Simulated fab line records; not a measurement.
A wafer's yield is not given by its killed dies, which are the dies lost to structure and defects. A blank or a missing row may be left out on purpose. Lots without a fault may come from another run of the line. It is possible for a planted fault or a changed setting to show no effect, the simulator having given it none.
fab line records | flow sky130
[record] lots = 11 wafers = 33 last_day = 50
route steps=708 shown POLY_GATE@230 LDD_N@244 LDD_HVN@275 PAD_OPEN@708
lots that met no fault: taken from a fault-free run of the same line
start_h: start of the lot's first displayed wafer, in hours after the record's first day | wait_h: how many hours have passed since the lot's step before this one | " as in the row above | L1.1+2: a single row standing in for several wafers | - no value, or no start given | * or withheld: withheld | < > ~ a bound
route shown NAME@n: names a module that has steps shown in the file, with the first one's number in the route | usual: mean/standard deviation of fault-free wafers | same: alike in all rows | chamber/n: place in a boat | sites: each site's reading | _std_site: the standard deviation of these | _edge_site: mean of outer sites minus mean of inner sites | radius_mm: for every site, how far away it sits from the centre of the wafer | mask NAME#n: copy n | behind: the last tool/chamber to shape the wafer | hold: why the lot went on hold/how many hours it stayed there/how the hold came to an end | device: the transistor (n, p or np) that didn't switch | end of line: the tests these same wafers got at the end of their route | a step without rows: its recipe alone | killed: count of dies lost to structure and defects at first sort (not the wafer's yield) | map: per-die view of a wafer (x killed, . not killed, _ where there is no die)
set.NAME: the setting as run; set.NAME@STEP: as run at that earlier step | model.NAME: the simulator's own value behind a step, which no gauge read
steps of the route over a sample of lots; a table a step, a row a wafer
services: when a tool's chamber went out of use (start_h, in hours from the record's first day, below 0 if earlier), for how many hours, and the reason
[[steps]]
[step SKY_POLY_GATE_ETCH_16]
[recipe] stop_on = poly-Si chemistry = CH3F/O2 target = Si3N4 source_w = 400 bias_w = 80 pressure_mtorr = 25 ch3f_flow_sccm = 40 O2_flow_sccm = 30 time_s = 147.5 target_depth_a = 750
[usual] chamber_pressure_mTorr = 24.998/0.025 drypump_motor_current_A = 5.9/0.38 oes_product_au = 0.638/0.0048 throttle_valve_pct = 10.535/0.0091
// columns lot.wafer tool chamber start_h wait_h chamber_pressure_mTorr drypump_motor_current_A oes_product_au rf_hours_counter_h throttle_valve_pct
L224.2 rie_diel-03 3 410.17 0.0 24.981 5.6 0.638 30 10.538
L224.3 " 1 " " 24.996 5.9 0.638 31 10.543
L224.5 " 2 " " 25.016 6.6 0.647 - 10.521
L225.1 rie_diel-02 0 410.54 0.0 24.987 6.0 0.650 4 10.544
L225.2 " 1 " " 24.965 5.3 0.647 1 10.532
L225.6 " 1 " " 24.992 5.3 0.636 - 10.518
L226.4 rie_diel-02 3 417.77 0.0 24.964 5.6 0.634 1 10.523
L226.5 " 1 " " 24.988 5.3 0.630 - 10.535
L226.6 " 2 " " 24.991 6.1 0.640 - 10.536
L227.3 rie_diel-02 0 426.58 0.0 24.994 6.0 0.636 5 10.537
L227.4 " 2 " " 24.983 6.1 0.642 93 10.546
L227.5 " 3 " " 25.006 5.6 0.637 - 10.538
L228.1 rie_diel-02 0 443.62 0.0 25.006 6.0 0.639 5 10.528
L228.3 " 1 " " 25.007 5.3 0.633 2 10.523
L228.6 " 1 " " 24.997 5.3 0.641 - 10.545
L229.1 rie_diel-04 0 448.62 0.0 24.991 5.6 0.630 1 10.530
L229.3 " 2 " " 25.024 6.3 0.636 3 10.532
L229.4 " 3 " " 25.020 5.3 0.631 8 10.531
L230.3 rie_diel-03 3 453.27 0.0 24.978 5.6 0.639 31 10.538
L230.4 " 1 " " 24.993 5.9 0.638 32 10.535
L230.5 " 2 " " 24.992 6.6 0.638 - 10.550
L231.1 rie_diel-03 0 458.17 0.0 24.990 5.9 0.633 3 10.520
L231.5 " 3 " " 24.975 5.7 0.632 - 10.538
L231.6 " 0 " " 25.022 5.9 0.631 - 10.541
L238.1 rie_diel-04 0 515.54 0.0 24.953 5.6 0.634 3 10.525
L238.2 " 1 " " 24.978 6.1 0.646 8 10.528
L238.3 " 3 " " 25.028 5.3 0.645 9 10.524
L240.1 rie_diel-02 1 533.54 0.0 25.004 5.3 0.638 4 10.545
L240.2 " 2 " " 24.971 6.2 0.637 0 10.535
L240.5 " 0 " " 25.018 6.0 0.635 - 10.549
L244.2 rie_diel-02 1 580.29 0.0 25.007 5.3 0.638 5 10.530
L244.4 " 2 " " 24.982 6.1 0.645 1 10.532
L244.5 " 3 " " 24.970 5.6 0.640 - 10.533
[step SKY_POLY_GATE_STRIP_18]
[recipe] chemistry = O2/N2 power_w = 1400 pressure_mtorr = 1500 platen_temp_c = withheld o2_flow_sccm = 3000 n2_flow_sccm = 300 overash_fraction = 0.5
[usual] chamber_pressure_mTorr = 1500.2/1.4 drypump_motor_current_A = 5.7/0.34 oes_product_au = 0.361/0.0047 strip_time_to_endpoint_s = 3.16/0.034
// columns lot.wafer tool chamber start_h wait_h chamber_pressure_mTorr drypump_motor_current_A oes_product_au rf_hours_counter_h strip_time_to_endpoint_s
L224.2 plasma_asher-02 0 410.33 0.0 1500.1 5.5 0.354 69 3.11
L224.3 " 0 " " 1498.7 5.5 0.352 - 3.14
L224.5 " 1 " " 1499.5 5.4 0.359 - 3.17
L225.1 plasma_asher-01 1 410.69 0.0 1497.9 6.3 0.353 29 3.16
L225.2 " 0 " " 1498.1 5.8 0.356 29 3.15
L225.6 " 1 " " 1499.7 6.4 0.360 - 3.16
L226.4 plasma_asher-01 0 417.96 0.1 1496.9 5.9 0.356 - 3.15
L226.5 " 1 " " 1498.9 6.4 0.374 - 3.18
L226.6 " 0 " " 1502.7 5.8 0.359 - 3.11
L227.3 plasma_asher-03 1 426.77 0.1 1499.1 5.4 0.362 - 3.16
L227.4 " 0 " " 1499.2 5.5 0.371 - 3.15
L227.5 " 0 " " 1500.2 5.5 0.375 - 3.22
L228.1 plasma_asher-02 0 443.78 0.0 1502.2 5.5 0.363 1 3.21
L228.3 " 0 " " 1499.6 5.5 0.357 - 3.12
L228.6 " 0 " " 1497.3 5.5 0.363 - 3.15
L229.1 plasma_asher-01 0 448.78 0.0 1501.0 5.8 0.369 33 3.20
L229.3 " 0 " " 1500.6 5.8 0.355 - 3.22
L229.4 " 1 " " 1499.4 6.3 0.357 - 3.18
L230.3 plasma_asher-01 1 453.46 0.1 1500.3 6.4 0.354 - 3.13
L230.4 " 0 " " 1502.6 5.9 0.364 - 3.15
L230.5 " 0 " " 1502.0 5.8 0.353 - 3.18
L231.1 plasma_asher-01 1 458.33 0.0 1501.0 6.3 0.360 34 3.21
L231.5 " 1 " " 1500.3 6.3 0.358 - 3.15
L231.6 " 0 " " 1496.8 5.8 0.368 - 3.23
L238.1 plasma_asher-03 0 515.69 0.0 1497.7 5.5 0.363 84 3.13
L238.2 " 1 " " 1499.4 5.5 0.363 84 3.11
L238.3 " 0 " " 1499.6 5.5 0.356 - 3.10
L240.1 plasma_asher-01 1 533.69 0.0 1500.2 6.3 0.361 41 3.20
L240.2 " 0 " " 1502.9 5.9 0.363 41 3.21
L240.5 " 0 " " 1500.9 5.8 0.368 - 3.20
L244.2 plasma_asher-01 0 580.44 0.0 1497.9 5.8 0.360 45 3.13
L244.4 " 0 " " 1498.7 5.8 0.372 - 3.21
L244.5 " 0 " " 1501.3 5.8 0.358 - 3.15
[step SKY_LDD_N_OVL_MEAS_07]
[usual] LDD_N_OVL = 0.8/1.2
// columns lot.wafer tool chamber start_h wait_h LDD_N_OVL[nm]
L225.1 overlay-02 - 445.20 0.1 1.9
L225.2 " - " " 1.4
L225.6 " - " " 1.4
L224.2 overlay-01 - 445.51 0.1 0.2
L224.3 " - " " -0.4
L224.5 " - " " -0.3
L226.4 overlay-01 - 450.75 0.1 1.9
L226.5 " - " " 1.3
L226.6 " - " " -0.1
L227.3 overlay-01 - 460.82 0.1 0.9
L227.4 " - " " -0.1
L227.5 " - " " 0.3
L228.1 overlay-01 - 477.55 0.1 0.0
L228.3 " - " " -0.9
L228.6 " - " " 0.3
L229.1 overlay-01 - 483.20 0.1 1.0
L229.3 " - " " 2.2
L229.4 " - " " 2.9
L230.3 overlay-02 - 486.01 0.1 1.2
L230.4 " - " " 1.3
L230.5 " - " " -0.3
L231.1 overlay-01 - 491.75 0.1 -0.1
L231.5 " - " " 0.9
L231.6 " - " " 0.9
L238.1 overlay-01 - 547.45 0.1 -1.5
L238.2 " - " " -0.9
L238.3 " - " " 0.0
L240.1 overlay-02 - 567.90 0.1 -0.3
L240.2 " - " " 0.1
L240.5 " - " " 0.9
L244.2 overlay-02 - 611.81 0.1 0.8
L244.4 " - " " 1.6
L244.5 " - " " 0.3
[step SKY_LDD_HVN_IMPLANT_08]
[recipe] species = P energy_kev = 60 dose_cm2 = 3e+13 tilt_deg = 40
[usual] dose_ions_cm2 = 3e+13/3.4e+10 faraday_current_uA = 169/3.3
// columns lot.wafer tool chamber start_h wait_h dose_ions_cm2 faraday_current_uA
L225.1 implanter-03 0 508.08 0.0 2.996e+13 167
L225.2 " 0 " " 3e+13 165
L225.6 " 0 " " 3.002e+13 168
L224.2 implanter-04 0 508.75 0.0 3.006e+13 167
L224.3 " 0 " " 3.001e+13 174
L224.5 " 0 " " 3.004e+13 172
L226.4 implanter-03 0 514.30 0.1 2.997e+13 171
L226.5 " 0 " " 3.002e+13 173
L226.6 " 0 " " 2.997e+13 172
L227.3 implanter-03 0 523.59 0.1 3.001e+13 171
L227.4 " 0 " " 2.999e+13 165
L227.5 " 0 " " 3.001e+13 170
L228.1 implanter-02 0 539.97 0.0 2.999e+13 168
L228.3 " 0 " " 2.996e+13 169
L228.6 " 0 " " 2.991e+13 161
L229.1 implanter-03 0 545.38 0.0 2.997e+13 170
L229.3 " 0 " " 2.998e+13 170
L229.4 " 0 " " 3.002e+13 171
L230.3 implanter-02 0 547.79 0.1 2.995e+13 171
L230.4 " 0 " " 2.999e+13 171
L230.5 " 0 " " 2.999e+13 163
L231.1 implanter-03 0 553.62 0.0 3.003e+13 168
L231.5 " 0 " " 3e+13 172
L231.6 " 0 " " 3e+13 168
L238.1 implanter-03 0 608.87 0.0 1.795e+13 100
L238.2 " 0 " " 1.794e+13 102
L238.3 " 0 " " 1.799e+13 101
L240.1 implanter-03 0 627.79 0.0 1.794e+13 102
L240.2 " 0 " " 1.794e+13 101
L240.5 " 0 " " 1.795e+13 101
L244.2 implanter-02 0 669.75 0.0 2.999e+13 169
L244.4 " 0 " " 2.992e+13 168
L244.5 " 0 " " 2.995e+13 169
[step SKY_LDD_HVN_TW_MEAS_10]
[usual] LDD_HVN_TW = 1428/18
// columns lot.wafer tool chamber start_h wait_h LDD_HVN_TW
L225.1 film_metro-03 - 508.33 0.1 1428
L225.2 " - " " 1437
L225.6 " - " " 1436
L224.2 film_metro-04 - 508.98 0.1 1405
L224.3 " - " " 1397
L224.5 " - " " 1405
L226.4 film_metro-03 - 514.50 0.1 1432
L226.5 " - " " 1441
L226.6 " - " " 1433
L227.3 film_metro-04 - 523.81 0.1 1404
L227.4 " - " " 1402
L227.5 " - " " 1406
L228.1 film_metro-01 - 540.22 0.1 1448
L228.3 " - " " 1444
L228.6 " - " " 1443
L229.1 film_metro-01 - 545.63 0.1 1433
L229.3 " - " " 1440
L229.4 " - " " 1443
L230.3 film_metro-03 - 548.01 0.1 1438
L230.4 " - " " 1431
L230.5 " - " " 1433
L231.1 film_metro-01 - 553.87 0.1 1428
L231.5 " - " " 1434
L231.6 " - " " 1439
L238.1 film_metro-03 - 609.12 0.1 1228
L238.2 " - " " 1224
L238.3 " - " " 1220
L240.1 film_metro-01 - 628.04 0.1 1228
L240.2 " - " " 1219
L240.5 " - " " 1227
L244.2 film_metro-04 - 669.98 0.1 1397
L244.4 " - " " 1397
L244.5 " - " " 1402
[step SKY_PAD_OPEN_PROBE_99]
[usual] killed_at_M0_to_M3 = 44/7.1 killed_at_M4_up = 3.0/1.9 killed_at_contacts = 25/5.6 killed_at_front_end = 14/4.1 killed_at_other = 0.2/0.44 killed_dies = 86/9.1 killed_open = 47/7.4 killed_short = 39/5.7
[same] gross_dies = 492 killed_at_back_side = 0
// columns lot.wafer tool chamber start_h wait_h killed_at_M0_to_M3 killed_at_M4_up killed_at_contacts killed_at_front_end killed_at_other killed_dies killed_open killed_short
L225.1 prober-02 - 1101.99 0.1 40 4 23 13 0 80 52 28
L225.2 prober-02 - 1102.04 0.1 37 4 30 18 0 89 53 36
L225.6 prober-02 - 1102.24 0.2 34 3 24 18 0 79 47 32
L224.2 prober-01 - 1102.39 0.1 47 0 11 22 0 80 40 40
L224.3 prober-01 - 1102.44 0.2 42 0 28 16 0 86 44 42
L224.5 prober-01 - 1102.54 0.2 58 4 21 17 0 100 47 53
L226.4 prober-02 - 1103.74 0.2 46 3 23 12 0 84 51 33
L226.5 prober-02 - 1103.79 0.2 38 5 21 15 1 80 46 34
L226.6 prober-02 - 1103.84 0.2 37 4 20 19 0 80 36 44
L227.3 prober-01 - 1109.05 0.2 38 1 25 17 0 81 40 41
L227.4 prober-01 - 1109.10 0.2 54 1 15 18 0 88 51 36
L227.5 prober-01 - 1109.15 0.2 38 6 21 22 0 87 48 39
L228.1 prober-02 - 1119.35 0.1 44 5 23 10 0 82 46 36
L228.3 prober-02 - 1119.45 0.2 33 3 22 13 0 71 40 31
L228.6 prober-02 - 1119.60 0.2 45 4 21 6 0 76 38 38
L229.1 prober-02 - 1124.46 0.1 42 2 26 16 0 86 45 41
L229.3 prober-02 - 1124.56 0.2 48 5 29 14 0 96 55 41
L229.4 prober-02 - 1124.61 0.2 54 2 24 17 1 98 50 48
L230.3 prober-01 - 1127.21 0.2 38 4 27 12 0 81 41 36
L230.4 prober-01 - 1127.26 0.2 48 1 15 16 1 81 50 31
L230.5 prober-01 - 1127.31 0.2 37 3 27 10 0 77 48 29
L231.1 prober-02 - 1128.98 0.1 38 3 30 21 0 92 48 44
L231.5 prober-02 - 1129.18 0.2 43 8 32 13 0 96 51 45
L231.6 prober-02 - 1129.23 0.2 41 2 29 21 1 94 50 44
L238.1 prober-02 - 1169.27 0.1 47 4 29 17 0 97 46 51
L238.2 prober-02 - 1169.32 0.1 56 2 27 7 1 93 50 43
L238.3 prober-02 - 1169.37 0.2 33 4 35 13 0 85 49 36
L240.1 prober-02 - 1174.60 0.1 44 2 29 16 0 91 54 37
L240.2 prober-02 - 1174.65 0.1 44 1 28 21 0 94 59 35
L240.5 prober-02 - 1174.80 0.2 42 3 16 15 0 76 35 41
L244.2 prober-02 - 1208.25 0.1 47 2 33 9 1 92 49 43
L244.4 prober-02 - 1208.35 0.2 49 2 29 15 0 95 61 34
L244.5 prober-02 - 1208.40 0.2 54 1 19 24 0 98 50 48
// killed by level:class
L225.1 CONTACT:geometric_particle:open=11 VIA1:geometric_particle:open=9 VIA3:geometric_particle:open=8 VIA2:geometric_particle:open=5 POLY_GATE:geometric_particle:open=4 VIA3:geometric_particle:short=4 LI_CONTACT:geometric_particle:open=4 CONTACT:geometric_particle:short=4
L225.2 CONTACT:geometric_particle:open=9 VIA1:geometric_particle:open=8 CONTACT:geometric_particle:short=8 VIA2:geometric_particle:open=8 FIELD_ISO:geometric_particle:open=7 VIA3:geometric_particle:open=6 LI_CONTACT:geometric_particle:open=5 POLY_GATE:geometric_particle:short=4
L225.6 CONTACT:geometric_particle:open=12 POLY_GATE:geometric_particle:open=7 VIA1:geometric_particle:open=7 VIA3:geometric_particle:open=6 LOCAL_INTERCONNECT:geometric_particle:short=5 LI_CONTACT:geometric_particle:open=5 FIELD_ISO:geometric_particle:open=4 VIA1:geometric_particle:short=4
L224.2 METAL2:geometric_particle:short=9 VIA3:geometric_particle:open=7 VIA1:geometric_particle:short=6 VIA1:geometric_particle:open=6 VIA2:geometric_particle:open=6 POLY_GATE:geometric_particle:short=4 POLY_GATE:geometric_particle:open=4 CONTACT:geometric_particle:open=4
L224.3 VIA1:geometric_particle:open=12 CONTACT:geometric_particle:open=9 FIELD_ISO:geometric_particle:short=8 LI_CONTACT:geometric_particle:open=8 LOCAL_INTERCONNECT:geometric_particle:short=6 METAL1:geometric_particle:short=6 METAL3:geometric_particle:short=5 POLY_GATE:geometric_particle:open=4
L224.5 VIA1:geometric_particle:open=11 VIA2:geometric_particle:open=10 METAL1:geometric_particle:short=9 METAL2:geometric_particle:short=8 POLY_GATE:geometric_particle:short=7 VIA1:geometric_particle:short=7 LI_CONTACT:geometric_particle:short=5 LOCAL_INTERCONNECT:geometric_particle:short=5
L226.4 CONTACT:geometric_particle:open=10 VIA3:geometric_particle:open=10 VIA1:geometric_particle:open=10 VIA2:geometric_particle:open=7 LI_CONTACT:geometric_particle:open=6 VIA2:geometric_particle:short=6 FIELD_ISO:geometric_particle:open=4 POLY_GATE:geometric_particle:open=4
L226.5 VIA1:geometric_particle:open=11 VIA2:geometric_particle:open=8 LI_CONTACT:geometric_particle:open=7 LOCAL_INTERCONNECT:geometric_particle:short=5 CONTACT:geometric_particle:open=5 METAL3:geometric_particle:short=5 VIA3:geometric_particle:open=5 FIELD_ISO:geometric_particle:open=4
L226.6 CONTACT:geometric_particle:open=7 VIA1:geometric_particle:open=6 VIA2:geometric_particle:open=5 POLY_GATE:geometric_particle:short=5 CONTACT:geometric_particle:short=5 VIA2:geometric_particle:short=5 FIELD_ISO:geometric_particle:open=4 VIA1:geometric_particle:short=4
L227.3 VIA1:geometric_particle:open=13 CONTACT:geometric_particle:short=7 VIA1:geometric_particle:short=7 LI_CONTACT:geometric_particle:open=6 CONTACT:geometric_particle:open=6 VIA3:geometric_particle:short=6 POLY_GATE:geometric_particle:open=5 METAL2:geometric_particle:short=5
L227.4 VIA1:geometric_particle:open=13 METAL2:geometric_particle:short=8 CONTACT:geometric_particle:open=7 VIA2:geometric_particle:open=7 VIA3:geometric_particle:open=6 FIELD_ISO:geometric_particle:open=5 SPACER:geometric_particle:open=5 VIA3:geometric_particle:short=5
L227.5 VIA1:geometric_particle:open=7 POLY_GATE:geometric_particle:open=6 LI_CONTACT:geometric_particle:open=6 VIA2:geometric_particle:open=6 FIELD_ISO:geometric_particle:open=4 POLY_GATE:geometric_particle:short=4 CONTACT:geometric_particle:open=4 VIA3:geometric_particle:open=4
L228.1 VIA1:geometric_particle:open=14 VIA3:geometric_particle:open=8 LI_CONTACT:geometric_particle:open=7 CONTACT:geometric_particle:short=7 VIA2:geometric_particle:open=5 METAL2:geometric_particle:short=5 CONTACT:geometric_particle:open=4 VIA2:geometric_particle:short=4
L228.3 CONTACT:geometric_particle:open=8 VIA2:geometric_particle:open=7 VIA3:geometric_particle:open=7 LI_CONTACT:geometric_particle:open=5 LI_CONTACT:geometric_particle:short=4 METAL2:geometric_particle:short=4 FIELD_ISO:geometric_particle:short=3 FIELD_ISO:geometric_particle:open=3
L228.6 VIA1:geometric_particle:open=13 CONTACT:geometric_particle:short=8 METAL2:geometric_particle:short=8 VIA3:geometric_particle:open=7 CONTACT:geometric_particle:open=5 METAL1:geometric_particle:short=5 FIELD_ISO:geometric_particle:open=3 LI_CONTACT:geometric_particle:open=3
L229.1 CONTACT:geometric_particle:open=13 VIA1:geometric_particle:open=8 VIA1:geometric_particle:short=8 METAL1:geometric_particle:short=7 METAL2:geometric_particle:short=7 LI_CONTACT:geometric_particle:open=6 FIELD_ISO:geometric_particle:short=5 FIELD_ISO:geometric_particle:open=4
L229.3 CONTACT:geometric_particle:open=13 VIA1:geometric_particle:open=8 VIA3:geometric_particle:open=8 METAL1:geometric_particle:short=6 LI_CONTACT:geometric_particle:open=6 VIA2:geometric_particle:open=6 CONTACT:geometric_particle:short=5 VIA2:geometric_particle:short=5
L229.4 METAL2:geometric_particle:short=15 CONTACT:geometric_particle:open=11 VIA1:geometric_particle:open=9 METAL1:geometric_particle:short=8 FIELD_ISO:geometric_particle:short=6 VIA2:geometric_particle:open=6 LI_CONTACT:geometric_particle:open=6 VIA3:geometric_particle:open=5
L230.3 LI_CONTACT:geometric_particle:open=9 VIA2:geometric_particle:open=8 CONTACT:geometric_particle:open=6 METAL1:geometric_particle:short=6 VIA1:geometric_particle:open=6 LOCAL_INTERCONNECT:geometric_particle:short=5 METAL2:geometric_particle:short=5 LI_CONTACT:geometric_particle:short=4
L230.4 VIA1:geometric_particle:open=11 VIA2:geometric_particle:open=8 VIA3:geometric_particle:open=8 CONTACT:geometric_particle:open=7 POLY_GATE:geometric_particle:open=5 LI_CONTACT:geometric_particle:open=5 METAL2:geometric_particle:short=5 FIELD_ISO:geometric_particle:open=3
L230.5 CONTACT:geometric_particle:open=10 VIA3:geometric_particle:open=10 LI_CONTACT:geometric_particle:open=7 VIA1:geometric_particle:open=5 VIA2:geometric_particle:open=5 FIELD_ISO:geometric_particle:short=4 LI_CONTACT:geometric_particle:short=4 METAL1:geometric_particle:short=4
L231.1 CONTACT:geometric_particle:open=11 LI_CONTACT:geometric_particle:open=10 METAL2:geometric_particle:short=8 VIA2:geometric_particle:open=8 POLY_GATE:geometric_particle:short=7 FIELD_ISO:geometric_particle:short=6 METAL1:geometric_particle:short=5 VIA1:geometric_particle:short=5
L231.5 CONTACT:geometric_particle:open=9 VIA3:geometric_particle:open=8 LI_CONTACT:geometric_particle:short=7 CONTACT:geometric_particle:short=7 FIELD_ISO:geometric_particle:short=6 METAL1:geometric_particle:short=6 VIA1:geometric_particle:open=6 LI_CONTACT:geometric_particle:open=5
L231.6 VIA1:geometric_particle:open=14 LI_CONTACT:geometric_particle:open=9 FIELD_ISO:geometric_particle:open=7 METAL1:geometric_particle:short=7 CONTACT:geometric_particle:open=6 LOCAL_INTERCONNECT:geometric_particle:short=5 POLY_GATE:geometric_particle:short=4 LI_CONTACT:geometric_particle:short=4
L238.1 CONTACT:geometric_particle:open=13 METAL1:geometric_particle:short=8 VIA1:geometric_particle:short=7 VIA1:geometric_particle:open=7 METAL2:geometric_particle:short=7 LI_CONTACT:geometric_particle:open=6 FIELD_ISO:geometric_particle:open=5 CONTACT:geometric_particle:short=5
L238.2 VIA1:geometric_particle:open=12 VIA2:geometric_particle:open=11 METAL2:geometric_particle:short=9 CONTACT:geometric_particle:open=9 VIA1:geometric_particle:short=8 LOCAL_INTERCONNECT:geometric_particle:short=6 POLY_GATE:geometric_particle:open=5 CONTACT:geometric_particle:short=5
L238.3 CONTACT:geometric_particle:open=16 CONTACT:geometric_particle:short=10 VIA1:geometric_particle:open=8 POLY_GATE:geometric_particle:open=7 VIA2:geometric_particle:open=5 LI_CONTACT:geometric_particle:open=5 METAL2:geometric_particle:short=5 LOCAL_INTERCONNECT:geometric_particle:short=4
L240.1 VIA1:geometric_particle:open=14 CONTACT:geometric_particle:open=10 POLY_GATE:geometric_particle:open=6 VIA1:geometric_particle:short=6 LI_CONTACT:geometric_particle:open=6 CONTACT:geometric_particle:short=5 METAL3:geometric_particle:short=4 LOCAL_INTERCONNECT:geometric_particle:short=4
L240.2 VIA1:geometric_particle:open=10 CONTACT:geometric_particle:open=10 VIA3:geometric_particle:open=9 LI_CONTACT:geometric_particle:open=8 FIELD_ISO:geometric_particle:open=7 POLY_GATE:geometric_particle:open=5 VIA2:geometric_particle:open=5 FIELD_ISO:geometric_particle:short=4
L240.5 VIA1:geometric_particle:open=13 POLY_GATE:geometric_particle:short=6 METAL2:geometric_particle:short=6 LOCAL_INTERCONNECT:geometric_particle:short=6 FIELD_ISO:geometric_particle:short=4 CONTACT:geometric_particle:open=4 VIA2:geometric_particle:open=4 VIA3:geometric_particle:open=4
L244.2 VIA1:geometric_particle:open=13 VIA3:geometric_particle:open=9 CONTACT:geometric_particle:short=8 VIA2:geometric_particle:open=8 LI_CONTACT:geometric_particle:short=7 CONTACT:geometric_particle:open=7 LI_CONTACT:geometric_particle:open=6 LOCAL_INTERCONNECT:geometric_particle:short=5
L244.4 VIA1:geometric_particle:open=16 CONTACT:geometric_particle:open=14 FIELD_ISO:geometric_particle:open=7 VIA1:geometric_particle:short=7 CONTACT:geometric_particle:short=6 VIA2:geometric_particle:open=6 METAL2:geometric_particle:short=5 LI_CONTACT:geometric_particle:open=4
L244.5 VIA1:geometric_particle:open=14 CONTACT:geometric_particle:open=10 VIA1:geometric_particle:short=9 METAL2:geometric_particle:short=9 FIELD_ISO:geometric_particle:short=8 FIELD_ISO:geometric_particle:open=7 VIA3:geometric_particle:open=5 VIA2:geometric_particle:open=5
[[services]]
// columns tool chamber start_h hours kind
rie_diel-02 - 397.83 1.7 repair
implanter-02 - 403.74 3.1 pm
implanter-03 - 438.78 2.5 repair
rie_diel-03 3 448.04 4.5 repair
rie_diel-03 - 448.54 0.6 repair
rie_diel-03 - 475.07 1.2 repair
implanter-03 - 480.14 6.2 repair
plasma_asher-01 - 497.05 1.3 repair
implanter-03 - 509.17 2.9 repair
rie_diel-02 0 513.16 8.1 repair
rie_diel-03 1 515.04 1.9 repair
rie_diel-03 2 518.88 3.2 repair
plasma_asher-01 - 535.96 2.8 pm
rie_diel-03 0 542.79 3.9 repair
rie_diel-02 - 548.77 1.0 repair
rie_diel-02 1 551.71 3.1 repair
rie_diel-02 1 558.77 5.4 repair
rie_diel-03 - 568.95 14.6 pm
implanter-03 - 574.23 4.9 pm
rie_diel-03 0 585.55 9.6 repair
plasma_asher-01 - 585.82 1.7 repair
implanter-02 - 586.24 3.1 repair
plasma_asher-01 - 596.00 14.6 pm
implanter-03 - 645.13 2.7 pm
[[key]]
[first_sign] step = SKY_LDD_HVN_IMPLANT_08 reading = dose_ions_cm2 direction = down sigmas = 99+ usual = * struck = *
[effect] step = SKY_LDD_HVN_IMPLANT_08 reading = faraday_current_uA direction = down sigmas = 21 usual = 169 struck = 101
[effect] step = SKY_LDD_HVN_TW_MEAS_10 reading = LDD_HVN_TW direction = down sigmas = 11 usual = 1428 struck = 1224
met_at SKY_LDD_HVN_IMPLANT_08
struck_lots L238,L240
tester_left_out L238,L240
not_acting_at SKY_POLY_GATE_ETCH_16,SKY_POLY_GATE_STRIP_18,SKY_LDD_N_OVL_MEAS_07
onset_between 553.62 608.87
[fault] kind = process_parameter_drift tool = implanter-03 chamber = - onset_h = 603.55 steps = SKY_LDD_HVN_IMPLANT_08 channel = dose_cm2 offset = * shape = step end_h = 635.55 acts_in = * stated = *
// tester_left_out: of these lots the tester's yield and bins aren't shown, on N5 and GAA mostly nor the transistor test; their killed dies are dies lost to structure and defects alone, not to doping, threshold or leakage, so they don't give the yield
